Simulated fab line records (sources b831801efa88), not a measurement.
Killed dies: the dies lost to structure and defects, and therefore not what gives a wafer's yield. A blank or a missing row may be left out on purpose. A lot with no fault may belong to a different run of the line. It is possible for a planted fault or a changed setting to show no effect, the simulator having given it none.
fab line records -- flow sky130
[record] lots = 14, wafers = 42, last_day = 50
route steps=708 shown LDD_HVN@274 LDD_HVP@285 LDD_LDN@293 PAD_OPEN@708
lots untouched by any fault: they come from a run of this same line in which no faults occurred
start_h: hours from the record's opening day to when the first of the lot's shown wafers began -- wait_h: how many hours have passed since the lot's step before this one -- " same as the row above -- L1.1+2: several wafers, shown together as one row -- - either no value or no given start -- * or withheld: withheld -- < > ~ a bound
route shown NAME@n: a module of which the file shows steps, and the number in the route of the first -- usual: mean/standard deviation of fault-free wafers -- same: alike in all rows -- chamber/n: place in a boat -- sites: each site's reading -- _std_site: how widely they spread, as a standard deviation -- _edge_site: the outer-site mean with the inner-site mean subtracted -- radius_mm: for every site, how far away it sits from the centre of the wafer -- mask NAME#n: copy n -- behind: tool/chamber where the wafer was last shaped -- hold: cause of the lot's hold/its duration in hours/its outcome -- device: the n, p or np transistor that did not switch -- end of line: tests run on the same wafers once the route is complete -- a step without rows: its recipe alone -- killed: dies lost to structure and defects at the first sort, not the wafer's yield -- map: the dies of a wafer, with x for killed, . for not killed, _ for no die there
set.NAME: the setting that was run; set.NAME@STEP: the one run at that earlier step -- model.NAME: the simulator's own value behind a step, which no gauge read
the route's steps for a sample of lots (tables are steps, rows are wafers)
services: when a tool's chamber went out of use (start_h, in hours from the record's first day, below 0 if earlier), for how many hours, and the reason
[[steps]]
[step SKY_LDD_HVN_OVL_MEAS_07]
[usual] LDD_HVN_OVL = -0.5/1.2
lot.wafer,tool,chamber,start_h,wait_h,LDD_HVN_OVL[nm]
L821.1,overlay-02,-,471.51,0.1,0.1
L821.2,overlay-02,-,471.51,0.1,-0.2
L821.6,overlay-02,-,471.51,0.1,0.3
L823.1,overlay-01,-,487.96,0.1,-3.0
L823.3,overlay-01,-,487.96,0.1,-2.0
L823.6,overlay-01,-,487.96,0.1,-1.6
L822.2,overlay-02,-,488.26,0.1,0.7
L822.3,overlay-02,-,488.26,0.1,-3.8
L822.5,overlay-02,-,488.26,0.1,-2.2
L824.2,overlay-01,-,494.71,0.1,-0.3
L824.4,overlay-01,-,494.71,0.1,-0.1
L824.6,overlay-01,-,494.71,0.1,0.9
L825.2,overlay-02,-,498.71,0.1,0.3
L825.3,overlay-02,-,498.71,0.1,0.4
L825.4,overlay-02,-,498.71,0.1,0.0
L826.1,overlay-01,-,522.36,0.1,-0.8
L826.2,overlay-01,-,522.36,0.1,0.5
L826.4,overlay-01,-,522.36,0.1,-0.8
L827.1,overlay-02,-,529.51,0.1,-0.6
L827.4,overlay-02,-,529.51,0.1,0.6
L827.5,overlay-02,-,529.51,0.1,-1.1
L833.1,overlay-01,-,584.71,0.1,1.1
L833.2,overlay-01,-,584.71,0.1,1.0
L833.3,overlay-01,-,584.71,0.1,0.0
L834.4,overlay-02,-,586.27,0.1,0.8
L834.5,overlay-02,-,586.27,0.1,0.0
L834.6,overlay-02,-,586.27,0.1,0.0
L835.1,overlay-02,-,594.16,0.1,-0.8
L835.3,overlay-02,-,594.16,0.1,-1.3
L835.5,overlay-02,-,594.16,0.1,-1.1
L836.1,overlay-02,-,602.81,0.1,-1.3
L836.2,overlay-02,-,602.81,0.1,-1.1
L836.5,overlay-02,-,602.81,0.1,-2.3
L837.3,overlay-02,-,604.97,0.1,0.5
L837.5,overlay-02,-,604.97,0.1,0.1
L837.6,overlay-02,-,604.97,0.1,1.2
L841.2,overlay-01,-,641.01,0.1,-1.9
L841.5,overlay-01,-,641.01,0.1,-0.9
L841.6,overlay-01,-,641.01,0.1,-0.5
L842.1,overlay-02,-,652.71,0.1,-1.4
L842.2,overlay-02,-,652.71,0.1,-0.7
L842.5,overlay-02,-,652.71,0.1,-0.6
[step SKY_LDD_HVP_OVL_MEAS_07]
[usual] LDD_HVP_OVL = 0.5/1.6
lot.wafer,tool,chamber,start_h,wait_h,LDD_HVP_OVL[nm]
L821.1,overlay-01,-,502.73,0.1,-2.1
L821.2,overlay-01,-,502.73,0.1,0.3
L821.6,overlay-01,-,502.73,0.1,-1.1
L823.1,overlay-02,-,518.54,0.1,2.7
L823.3,overlay-02,-,518.54,0.1,0.8
L823.6,overlay-02,-,518.54,0.1,0.8
L822.2,overlay-01,-,519.33,0.1,1.0
L822.3,overlay-01,-,519.33,0.1,-0.4
L822.5,overlay-01,-,519.33,0.1,-2.3
L824.2,overlay-01,-,524.86,0.1,0.3
L824.4,overlay-01,-,524.86,0.1,-3.1
L824.6,overlay-01,-,524.86,0.1,-0.7
L825.2,overlay-01,-,529.61,0.1,-0.2
L825.3,overlay-01,-,529.61,0.1,1.9
L825.4,overlay-01,-,529.61,0.1,0.7
L826.1,overlay-01,-,552.98,0.1,0.6
L826.2,overlay-01,-,552.98,0.1,4.1
L826.4,overlay-01,-,552.98,0.1,1.6
L827.1,overlay-02,-,559.14,0.1,-1.7
L827.4,overlay-02,-,559.14,0.1,-3.7
L827.5,overlay-02,-,559.14,0.1,-0.3
L833.1,overlay-02,-,614.96,0.1,1.7
L833.2,overlay-02,-,614.96,0.1,2.1
L833.3,overlay-02,-,614.96,0.1,0.5
L834.4,overlay-02,-,615.94,0.1,0.9
L834.5,overlay-02,-,615.94,0.1,-2.8
L834.6,overlay-02,-,615.94,0.1,-0.6
L835.1,overlay-02,-,622.81,0.1,0.7
L835.3,overlay-02,-,622.81,0.1,1.6
L835.5,overlay-02,-,622.81,0.1,3.2
L836.1,overlay-01,-,632.33,0.1,0.3
L836.2,overlay-01,-,632.33,0.1,2.0
L836.5,overlay-01,-,632.33,0.1,2.2
L837.3,overlay-01,-,634.85,0.1,4.9
L837.5,overlay-01,-,634.85,0.1,1.8
L837.6,overlay-01,-,634.85,0.1,4.2
L841.2,overlay-02,-,669.14,0.1,0.4
L841.5,overlay-02,-,669.14,0.1,-0.3
L841.6,overlay-02,-,669.14,0.1,-0.9
L842.1,overlay-02,-,680.01,0.1,-0.5
L842.2,overlay-02,-,680.01,0.1,-0.7
L842.5,overlay-02,-,680.01,0.1,-1.2
[step SKY_LDD_HVP_TW_MEAS_10]
[usual] LDD_HVP_TW = 457/4.8
lot.wafer,tool,chamber,start_h,wait_h,LDD_HVP_TW
L821.1,film_metro-02,-,503.01,0.1,455
L821.2,film_metro-02,-,503.01,0.1,454
L821.6,film_metro-02,-,503.01,0.1,455
L823.1,film_metro-02,-,518.82,0.1,453
L823.3,film_metro-02,-,518.82,0.1,451
L823.6,film_metro-02,-,518.82,0.1,452
L822.2,film_metro-01,-,519.62,0.1,464
L822.3,film_metro-01,-,519.62,0.1,462
L822.5,film_metro-01,-,519.62,0.1,465
L824.2,film_metro-04,-,525.15,0.1,455
L824.4,film_metro-04,-,525.15,0.1,457
L824.6,film_metro-04,-,525.15,0.1,453
L825.2,film_metro-04,-,529.90,0.1,452
L825.3,film_metro-04,-,529.90,0.1,451
L825.4,film_metro-04,-,529.90,0.1,451
L826.1,film_metro-01,-,553.26,0.1,462
L826.2,film_metro-01,-,553.26,0.1,462
L826.4,film_metro-01,-,553.26,0.1,461
L827.1,film_metro-01,-,559.42,0.1,463
L827.4,film_metro-01,-,559.42,0.1,462
L827.5,film_metro-01,-,559.42,0.1,463
L833.1,film_metro-02,-,615.24,0.1,451
L833.2,film_metro-02,-,615.24,0.1,452
L833.3,film_metro-02,-,615.24,0.1,455
L834.4,film_metro-01,-,616.24,0.1,461
L834.5,film_metro-01,-,616.24,0.1,463
L834.6,film_metro-01,-,616.24,0.1,461
L835.1,film_metro-01,-,623.09,0.1,462
L835.3,film_metro-01,-,623.09,0.1,460
L835.5,film_metro-01,-,623.09,0.1,462
L836.1,film_metro-02,-,632.61,0.1,455
L836.2,film_metro-02,-,632.61,0.1,454
L836.5,film_metro-02,-,632.61,0.1,454
L837.3,film_metro-01,-,635.14,0.1,461
L837.5,film_metro-01,-,635.14,0.1,463
L837.6,film_metro-01,-,635.14,0.1,464
L841.2,film_metro-01,-,669.43,0.1,463
L841.5,film_metro-01,-,669.43,0.1,461
L841.6,film_metro-01,-,669.43,0.1,464
L842.1,film_metro-01,-,680.29,0.1,462
L842.2,film_metro-01,-,680.29,0.1,460
L842.5,film_metro-01,-,680.29,0.1,462
[step SKY_LDD_LDN_EXPOSE_04]
[recipe] mask_id = LDNTM, na = 0.6, source_shape = conventional, sigma_outer = 0.6, polarization = unpolarized, target_cd_nm = 700, dose_mj = 140
lot.wafer,tool,chamber,start_h,wait_h,mask
L821.1+2+6,iline_stepper-01,0,518.11,-,LDNTM#0
L823.1+3+6,iline_stepper-01,0,533.56,-,LDNTM#0
L822.2+3+5,iline_stepper-01,0,534.70,-,LDNTM#0
L824.2+4+6,iline_stepper-02,0,539.95,-,LDNTM#0
L825.2+3+4,iline_stepper-02,0,545.10,-,LDNTM#0
L826.1+2+4,iline_stepper-02,0,566.96,-,LDNTM#0
L827.1+4+5,iline_stepper-02,0,573.23,-,LDNTM#0
L833.1+2+3,iline_stepper-02,0,629.83,-,LDNTM#0
L834.4+5+6,iline_stepper-01,0,631.74,-,LDNTM#0
L835.1+3+5,iline_stepper-01,0,637.06,-,LDNTM#0
L836.1+2+5,iline_stepper-01,0,646.51,-,LDNTM#0
L837.3+5+6,iline_stepper-02,0,649.97,-,LDNTM#0
L841.2+5+6,iline_stepper-02,0,683.65,-,LDNTM#0
L842.1+2+5,iline_stepper-02,0,693.48,-,LDNTM#0
[step SKY_LDD_LDN_OVL_MEAS_07]
[usual] LDD_LDN_OVL = -1.9/1.2
lot.wafer,tool,chamber,start_h,wait_h,LDD_LDN_OVL[nm]
L821.1,overlay-02,-,532.68,0.1,-2.5
L821.2,overlay-02,-,532.68,0.1,-2.9
L821.6,overlay-02,-,532.68,0.1,-2.3
L823.1,overlay-02,-,548.43,0.1,-1.8
L823.3,overlay-02,-,548.43,0.1,-1.7
L823.6,overlay-02,-,548.43,0.1,-2.5
L822.2,overlay-02,-,549.66,0.1,-1.4
L822.3,overlay-02,-,549.66,0.1,0.3
L822.5,overlay-02,-,549.66,0.1,-1.0
L824.2,overlay-02,-,554.93,0.1,-1.9
L824.4,overlay-02,-,554.93,0.1,-2.4
L824.6,overlay-02,-,554.93,0.1,-0.3
L825.2,overlay-02,-,559.86,0.1,-2.4
L825.3,overlay-02,-,559.86,0.1,-1.8
L825.4,overlay-02,-,559.86,0.1,-1.8
L826.1,overlay-02,-,580.53,0.1,-2.4
L826.2,overlay-02,-,580.53,0.1,-1.5
L826.4,overlay-02,-,580.53,0.1,0.9
L827.1,overlay-01,-,586.43,0.1,-0.5
L827.4,overlay-01,-,586.43,0.1,-0.9
L827.5,overlay-01,-,586.43,0.1,-3.7
L833.1,overlay-02,-,644.01,0.1,-2.2
L833.2,overlay-02,-,644.01,0.1,-0.4
L833.3,overlay-02,-,644.01,0.1,-3.0
L834.4,overlay-02,-,645.24,0.1,-2.1
L834.5,overlay-02,-,645.24,0.1,-1.1
L834.6,overlay-02,-,645.24,0.1,-0.5
L835.1,overlay-02,-,650.71,0.1,191.8
L835.3,overlay-02,-,650.71,0.1,191.0
L835.5,overlay-02,-,650.71,0.1,191.5
L836.1,overlay-02,-,660.23,0.1,194.2
L836.2,overlay-02,-,660.23,0.1,192.2
L836.5,overlay-02,-,660.23,0.1,189.2
L837.3,overlay-01,-,663.82,0.1,-2.9
L837.5,overlay-01,-,663.82,0.1,-4.2
L837.6,overlay-01,-,663.82,0.1,-2.8
L841.2,overlay-01,-,697.41,0.1,-2.5
L841.5,overlay-01,-,697.41,0.1,-2.5
L841.6,overlay-01,-,697.41,0.1,-2.6
L842.1,overlay-02,-,706.88,0.1,-4.0
L842.2,overlay-02,-,706.88,0.1,-2.5
L842.5,overlay-02,-,706.88,0.1,-1.7
[step SKY_PAD_OPEN_PROBE_99]
[usual] killed_at_M0_to_M3 = 43/7.2, killed_at_M4_up = 3.3/1.8, killed_at_contacts = 23/5.5, killed_at_front_end = 16/5.1, killed_at_other = 0.4/0.65, killed_dies = 85/10, killed_open = 46/7.1, killed_short = 38/7.2
[same] gross_dies = 492, killed_at_back_side = 0
lot.wafer,tool,chamber,start_h,wait_h,killed_at_M0_to_M3,killed_at_M4_up,killed_at_contacts,killed_at_front_end,killed_at_other,killed_dies,killed_open,killed_short
L821.1,prober-01,-,1076.48,0.1,46,2,21,19,0,88,42,46
L821.2,prober-01,-,1076.53,0.1,43,7,23,19,0,92,51,40
L821.6,prober-01,-,1076.73,0.2,30,8,18,21,0,77,34,40
L823.1,prober-02,-,1105.82,0.1,59,1,20,13,1,94,50,42
L823.3,prober-02,-,1105.92,0.2,50,2,21,18,1,92,51,41
L823.6,prober-02,-,1106.07,0.2,50,2,20,13,0,85,46,37
L824.2,prober-01,-,1107.80,0.1,42,2,13,17,2,76,41,34
L824.4,prober-01,-,1107.90,0.2,47,6,19,13,0,85,50,35
L824.6,prober-01,-,1108.00,0.2,44,3,18,22,1,88,44,43
L822.2,prober-02,-,1108.16,0.1,48,8,41,17,0,114,59,55
L822.3,prober-02,-,1108.21,0.2,35,4,28,13,0,80,45,35
L822.5,prober-02,-,1108.31,0.2,36,4,24,15,0,79,45,34
L825.2,prober-01,-,1109.77,0.1,33,4,17,10,0,64,28,36
L825.3,prober-01,-,1109.82,0.2,50,3,16,13,1,83,46,36
L825.4,prober-01,-,1109.87,0.2,51,4,26,21,0,102,48,54
L826.1,prober-01,-,1111.57,0.1,41,1,20,20,0,82,43,38
L826.2,prober-01,-,1111.62,0.1,56,2,23,19,0,100,52,48
L826.4,prober-01,-,1111.72,0.2,43,2,25,31,0,101,66,34
L827.1,prober-02,-,1117.88,0.1,32,3,19,13,0,67,41,26
L827.4,prober-02,-,1118.03,0.2,41,1,11,19,0,72,44,28
L827.5,prober-02,-,1118.08,0.2,59,0,18,8,0,85,46,39
L833.1,prober-02,-,1153.73,0.1,39,5,25,11,2,82,38,41
L833.2,prober-02,-,1153.78,0.1,41,4,23,12,2,82,50,30
L833.3,prober-02,-,1153.83,0.2,35,6,33,15,1,90,40,49
L834.4,prober-01,-,1155.94,0.2,44,1,38,11,1,95,54,41
L834.5,prober-01,-,1155.99,0.2,44,3,24,16,1,88,47,41
L834.6,prober-01,-,1156.04,0.2,48,3,19,18,0,88,50,38
L835.1,prober-02,-,1157.43,0.1,42,4,25,15,0,86,49,36
L835.3,prober-02,-,1157.53,0.2,52,3,20,17,0,92,48,42
L835.5,prober-02,-,1157.63,0.2,29,3,40,7,2,81,47,34
L836.1,prober-01,-,1165.53,0.1,41,1,30,7,0,79,47,32
L836.2,prober-01,-,1165.58,0.1,42,3,22,14,0,81,45,36
L836.5,prober-01,-,1165.73,0.2,47,2,27,10,0,86,42,44
L837.3,prober-02,-,1166.50,0.2,39,4,27,11,0,81,42,39
L837.5,prober-02,-,1166.60,0.2,33,3,20,11,2,69,40,29
L837.6,prober-02,-,1166.65,0.2,36,1,20,20,0,77,44,33
L841.2,prober-01,-,1187.50,0.1,34,3,21,14,0,72,38,34
L841.5,prober-01,-,1187.65,0.2,39,5,22,15,0,81,52,29
L841.6,prober-01,-,1187.70,0.2,49,2,17,14,0,82,39,41
L842.1,prober-01,-,1191.76,0.1,51,2,29,13,0,95,59,36
L842.2,prober-01,-,1191.81,0.1,36,3,22,23,1,85,51,33
L842.5,prober-01,-,1191.96,0.2,54,4,26,16,0,100,45,55
// killed by level:class
L821.1 VIA2:geometric_particle:open=7 VIA1:geometric_particle:open=7 CONTACT:geometric_particle:open=6 VIA3:geometric_particle:short=6 METAL2:geometric_particle:short=5 VIA3:geometric_particle:open=5 FIELD_ISO:geometric_particle:open=4 LI_CONTACT:geometric_particle:open=4
L821.2 VIA2:geometric_particle:open=10 VIA1:geometric_particle:open=8 FIELD_ISO:geometric_particle:short=7 LOCAL_INTERCONNECT:geometric_particle:short=6 VIA3:geometric_particle:open=6 CONTACT:geometric_particle:open=5 LI_CONTACT:geometric_particle:open=5 METAL2:geometric_particle:short=5
L821.6 FIELD_ISO:geometric_particle:short=9 VIA1:geometric_particle:open=7 CONTACT:geometric_particle:open=6 FIELD_ISO:geometric_particle:open=5 LI_CONTACT:geometric_particle:open=4 METAL4:geometric_particle:short=4 CONTACT:geometric_particle:short=4 METAL1:geometric_particle:short=4
L823.1 VIA2:geometric_particle:open=13 VIA1:geometric_particle:short=10 VIA1:geometric_particle:open=9 LI_CONTACT:geometric_particle:open=7 METAL2:geometric_particle:short=6 VIA3:geometric_particle:open=6 POLY_GATE:geometric_particle:open=4 LOCAL_INTERCONNECT:geometric_particle:short=4
L823.3 VIA2:geometric_particle:open=10 VIA1:geometric_particle:open=9 METAL2:geometric_particle:short=9 METAL1:geometric_particle:short=6 LI_CONTACT:geometric_particle:open=6 FIELD_ISO:geometric_particle:open=5 POLY_GATE:geometric_particle:open=5 LI_CONTACT:geometric_particle:short=5
L823.6 VIA1:geometric_particle:open=10 VIA2:geometric_particle:open=10 CONTACT:geometric_particle:open=8 METAL1:geometric_particle:short=6 VIA1:geometric_particle:short=5 METAL2:geometric_particle:short=5 LI_CONTACT:geometric_particle:open=4 CONTACT:geometric_particle:short=4
L824.2 VIA1:geometric_particle:open=9 VIA3:geometric_particle:open=7 POLY_GATE:geometric_particle:short=5 CONTACT:geometric_particle:short=5 CONTACT:geometric_particle:open=5 METAL2:geometric_particle:short=5 POLY_GATE:geometric_particle:open=4 VIA2:geometric_particle:open=4
L824.4 VIA2:geometric_particle:open=13 VIA1:geometric_particle:open=12 CONTACT:geometric_particle:open=10 VIA1:geometric_particle:short=6 FIELD_ISO:geometric_particle:open=4 METAL4:geometric_particle:short=4 FIELD_ISO:geometric_particle:short=3 POLY_GATE:geometric_particle:short=3
L824.6 VIA1:geometric_particle:open=12 CONTACT:geometric_particle:open=8 VIA2:geometric_particle:open=8 FIELD_ISO:geometric_particle:short=7 METAL1:geometric_particle:short=6 POLY_GATE:geometric_particle:short=5 CONTACT:geometric_particle:short=5 SPACER:geometric_particle:open=4
L822.2 CONTACT:geometric_particle:open=14 LI_CONTACT:geometric_particle:open=12 CONTACT:geometric_particle:short=10 METAL1:geometric_particle:short=9 VIA1:geometric_particle:open=8 VIA2:geometric_particle:open=7 METAL2:geometric_particle:short=6 METAL4:geometric_particle:short=6
L822.3 CONTACT:geometric_particle:open=12 VIA1:geometric_particle:open=10 POLY_GATE:geometric_particle:short=6 LI_CONTACT:geometric_particle:open=6 VIA3:geometric_particle:open=6 VIA2:geometric_particle:open=5 LOCAL_INTERCONNECT:geometric_particle:short=4 CONTACT:geometric_particle:short=4
L822.5 CONTACT:geometric_particle:open=9 LI_CONTACT:geometric_particle:open=8 VIA2:geometric_particle:open=6 METAL2:geometric_particle:short=5 VIA3:geometric_particle:open=5 FIELD_ISO:geometric_particle:short=4 FIELD_ISO:geometric_particle:open=4 METAL1:geometric_particle:short=4
L825.2 CONTACT:geometric_particle:open=7 VIA3:geometric_particle:short=7 VIA1:geometric_particle:short=6 LI_CONTACT:geometric_particle:open=6 METAL1:geometric_particle:short=6 SPACER:geometric_particle:short=4 VIA3:geometric_particle:open=4 METAL4:geometric_particle:short=4
L825.3 VIA1:geometric_particle:open=11 METAL1:geometric_particle:short=9 VIA2:geometric_particle:open=7 CONTACT:geometric_particle:open=6 POLY_GATE:geometric_particle:open=5 VIA3:geometric_particle:open=5 LI_CONTACT:geometric_particle:open=4 VIA3:geometric_particle:short=4
L825.4 METAL2:geometric_particle:short=11 CONTACT:geometric_particle:open=9 POLY_GATE:geometric_particle:short=8 VIA1:geometric_particle:open=8 LI_CONTACT:geometric_particle:open=7 VIA3:geometric_particle:open=7 FIELD_ISO:geometric_particle:short=5 METAL1:geometric_particle:short=5
L826.1 VIA1:geometric_particle:open=10 CONTACT:geometric_particle:open=7 VIA1:geometric_particle:short=7 FIELD_ISO:geometric_particle:open=5 POLY_GATE:geometric_particle:short=5 LI_CONTACT:geometric_particle:open=5 LOCAL_INTERCONNECT:geometric_particle:short=5 VIA3:geometric_particle:open=5
L826.2 VIA1:geometric_particle:open=10 METAL2:geometric_particle:short=10 CONTACT:geometric_particle:open=9 VIA3:geometric_particle:open=9 VIA2:geometric_particle:short=8 LOCAL_INTERCONNECT:geometric_particle:short=6 VIA2:geometric_particle:open=6 LI_CONTACT:geometric_particle:open=5
L826.4 VIA1:geometric_particle:open=11 VIA2:geometric_particle:open=10 CONTACT:geometric_particle:open=10 FIELD_ISO:geometric_particle:open=9 VIA3:geometric_particle:open=9 FIELD_ISO:geometric_particle:short=7 LI_CONTACT:geometric_particle:open=6 POLY_GATE:geometric_particle:open=6
L827.1 VIA1:geometric_particle:open=10 CONTACT:geometric_particle:open=8 VIA3:geometric_particle:open=6 VIA1:geometric_particle:short=5 LI_CONTACT:geometric_particle:open=4 VIA2:geometric_particle:open=4 FIELD_ISO:geometric_particle:open=3 CONTACT:geometric_particle:short=3
L827.4 VIA1:geometric_particle:open=9 METAL1:geometric_particle:short=7 VIA3:geometric_particle:open=7 FIELD_ISO:geometric_particle:short=6 FIELD_ISO:geometric_particle:open=5 VIA2:geometric_particle:open=5 POLY_GATE:geometric_particle:open=4 METAL3:geometric_particle:open=3
L827.5 VIA1:geometric_particle:open=12 VIA2:geometric_particle:open=11 METAL2:geometric_particle:short=8 VIA1:geometric_particle:short=8 VIA3:geometric_particle:open=8 CONTACT:geometric_particle:open=7 FIELD_ISO:geometric_particle:open=3 LI_CONTACT:geometric_particle:short=3
L833.1 VIA1:geometric_particle:open=11 METAL1:geometric_particle:short=8 CONTACT:geometric_particle:short=7 CONTACT:geometric_particle:open=7 VIA3:geometric_particle:open=7 LI_CONTACT:geometric_particle:open=5 LOCAL_INTERCONNECT:geometric_particle:short=4 VIA2:geometric_particle:open=4
L833.2 VIA1:geometric_particle:open=11 VIA2:geometric_particle:open=9 CONTACT:geometric_particle:open=8 CONTACT:geometric_particle:short=7 LI_CONTACT:geometric_particle:open=5 METAL1:geometric_particle:short=5 METAL2:geometric_particle:short=5 FIELD_ISO:geometric_particle:open=4
L833.3 VIA2:geometric_particle:open=10 CONTACT:geometric_particle:open=9 CONTACT:geometric_particle:short=8 LI_CONTACT:geometric_particle:open=7 LOCAL_INTERCONNECT:geometric_particle:short=6 METAL4:geometric_particle:short=5 POLY_GATE:geometric_particle:short=4 VIA1:geometric_particle:open=4
L834.4 CONTACT:geometric_particle:open=17 VIA1:geometric_particle:open=11 LI_CONTACT:geometric_particle:open=9 VIA3:geometric_particle:open=7 FIELD_ISO:geometric_particle:short=5 LOCAL_INTERCONNECT:geometric_particle:short=5 VIA2:geometric_particle:open=5 CONTACT:geometric_particle:short=4
L834.5 CONTACT:geometric_particle:open=12 VIA1:geometric_particle:open=8 VIA3:geometric_particle:open=8 VIA1:geometric_particle:short=6 LI_CONTACT:geometric_particle:open=6 METAL2:geometric_particle:short=6 POLY_GATE:geometric_particle:short=5 VIA2:geometric_particle:open=5
L834.6 VIA1:geometric_particle:open=17 METAL1:geometric_particle:short=7 METAL2:geometric_particle:short=7 VIA3:geometric_particle:open=7 CONTACT:geometric_particle:open=6 LI_CONTACT:geometric_particle:open=5 VIA1:geometric_particle:short=5 LOCAL_INTERCONNECT:geometric_particle:open=4
L835.1 VIA1:geometric_particle:open=14 CONTACT:geometric_particle:open=10 METAL2:geometric_particle:short=6 LOCAL_INTERCONNECT:geometric_particle:short=5 LI_CONTACT:geometric_particle:open=5 VIA2:geometric_particle:open=5 FIELD_ISO:geometric_particle:open=4 METAL1:geometric_particle:short=4
L835.3 VIA1:geometric_particle:open=18 CONTACT:geometric_particle:open=7 VIA3:geometric_particle:open=7 LI_CONTACT:geometric_particle:open=5 CONTACT:geometric_particle:short=5 METAL1:geometric_particle:short=5 VIA1:geometric_particle:short=5 METAL3:geometric_particle:short=5
L835.5 CONTACT:geometric_particle:open=14 LI_CONTACT:geometric_particle:open=10 CONTACT:geometric_particle:short=7 LI_CONTACT:geometric_particle:short=6 METAL1:geometric_particle:short=6 VIA1:geometric_particle:open=6 VIA3:geometric_particle:open=5 VIA2:geometric_particle:open=4
L836.1 VIA1:geometric_particle:open=16 CONTACT:geometric_particle:open=11 LI_CONTACT:geometric_particle:open=10 METAL1:geometric_particle:short=6 CONTACT:geometric_particle:short=5 LI_CONTACT:geometric_particle:short=4 METAL2:geometric_particle:short=4 VIA1:geometric_particle:short=3
L836.2 LI_CONTACT:geometric_particle:open=8 VIA1:geometric_particle:open=8 CONTACT:geometric_particle:open=6 FIELD_ISO:geometric_particle:open=5 CONTACT:geometric_particle:short=5 METAL1:geometric_particle:short=5 VIA1:geometric_particle:short=5 VIA2:geometric_particle:open=5
L836.5 CONTACT:geometric_particle:open=9 CONTACT:geometric_particle:short=7 VIA1:geometric_particle:short=7 VIA1:geometric_particle:open=7 METAL2:geometric_particle:short=7 VIA2:geometric_particle:open=6 LI_CONTACT:geometric_particle:open=5 METAL1:geometric_particle:short=5
L837.3 CONTACT:geometric_particle:open=10 VIA2:geometric_particle:open=8 LOCAL_INTERCONNECT:geometric_particle:short=7 VIA1:geometric_particle:open=7 CONTACT:geometric_particle:short=6 METAL2:geometric_particle:short=6 POLY_GATE:geometric_particle:open=5 METAL1:geometric_particle:short=4
L837.5 CONTACT:geometric_particle:open=11 VIA1:geometric_particle:open=7 LI_CONTACT:geometric_particle:open=6 METAL1:geometric_particle:short=5 FIELD_ISO:geometric_particle:short=4 VIA2:geometric_particle:open=4 VIA3:geometric_particle:open=4 VIA1:geometric_particle:short=3
L837.6 CONTACT:geometric_particle:open=11 VIA2:geometric_particle:open=9 VIA1:geometric_particle:open=8 POLY_GATE:geometric_particle:short=7 FIELD_ISO:geometric_particle:short=6 CONTACT:geometric_particle:short=5 VIA3:geometric_particle:open=5 FIELD_ISO:geometric_particle:open=4
L841.2 VIA1:geometric_particle:open=10 POLY_GATE:geometric_particle:short=7 LI_CONTACT:geometric_particle:open=7 CONTACT:geometric_particle:open=6 VIA1:geometric_particle:short=5 LOCAL_INTERCONNECT:geometric_particle:short=4 CONTACT:geometric_particle:short=4 VIA2:geometric_particle:short=4
L841.5 VIA1:geometric_particle:open=14 METAL2:geometric_particle:short=7 POLY_GATE:geometric_particle:open=6 CONTACT:geometric_particle:open=6 VIA3:geometric_particle:open=6 LI_CONTACT:geometric_particle:open=5 CONTACT:geometric_particle:short=4 FIELD_ISO:geometric_particle:open=3
L841.6 VIA1:geometric_particle:open=13 METAL1:geometric_particle:short=8 VIA1:geometric_particle:short=6 VIA3:geometric_particle:open=6 VIA2:geometric_particle:open=5 CONTACT:geometric_particle:open=5 FIELD_ISO:geometric_particle:short=4 LI_CONTACT:geometric_particle:open=4
L842.1 VIA1:geometric_particle:open=16 CONTACT:geometric_particle:open=11 LI_CONTACT:geometric_particle:open=9 VIA3:geometric_particle:open=7 VIA2:geometric_particle:open=5 METAL2:geometric_particle:short=5 FIELD_ISO:geometric_particle:open=4 POLY_GATE:geometric_particle:open=4
L842.2 VIA1:geometric_particle:open=10 VIA2:geometric_particle:open=9 POLY_GATE:geometric_particle:open=8 CONTACT:geometric_particle:open=7 LI_CONTACT:geometric_particle:open=6 FIELD_ISO:geometric_particle:short=5 VIA3:geometric_particle:open=5 POLY_GATE:geometric_particle:short=4
L842.5 METAL1:geometric_particle:short=13 VIA1:geometric_particle:open=12 CONTACT:geometric_particle:open=7 LOCAL_INTERCONNECT:geometric_particle:short=6 METAL2:geometric_particle:short=6 LI_CONTACT:geometric_particle:short=5 VIA3:geometric_particle:open=5 POLY_GATE:geometric_particle:short=4
[[services]]
tool,chamber,start_h,hours,kind
iline_stepper-02,-,499.30,1.7,pm
iline_stepper-02,-,523.04,9.7,repair
iline_stepper-01,0,618.19,-,calibration
iline_stepper-02,-,660.19,4.4,pm
iline_stepper-02,0,673.19,-,calibration
iline_stepper-01,-,692.12,1.7,pm
[[key]]
[first_sign] step = SKY_LDD_LDN_OVL_MEAS_07, reading = LDD_LDN_OVL, direction = up, sigmas = 99+, usual = -1.9, struck = 191.6
effect none on later readings
met_at SKY_LDD_LDN_EXPOSE_04
struck_lots L835,L836
tester_left_out L835,L836
not_acting_at SKY_LDD_HVN_OVL_MEAS_07,SKY_LDD_HVP_OVL_MEAS_07,SKY_LDD_HVP_TW_MEAS_10
onset_between 631.74 637.06
[fault] kind = scanner_matching_overlay, tool = iline_stepper-01, chamber = -, onset_h = 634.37, steps = SKY_LDD_LDN_EXPOSE_04, offset = 194.13
// tester_left_out: of these lots the tester's yield and bins aren't shown, on N5 and GAA mostly nor the transistor test; their killed dies are dies lost to structure and defects alone, not to doping, threshold or leakage, so they don't give the yield
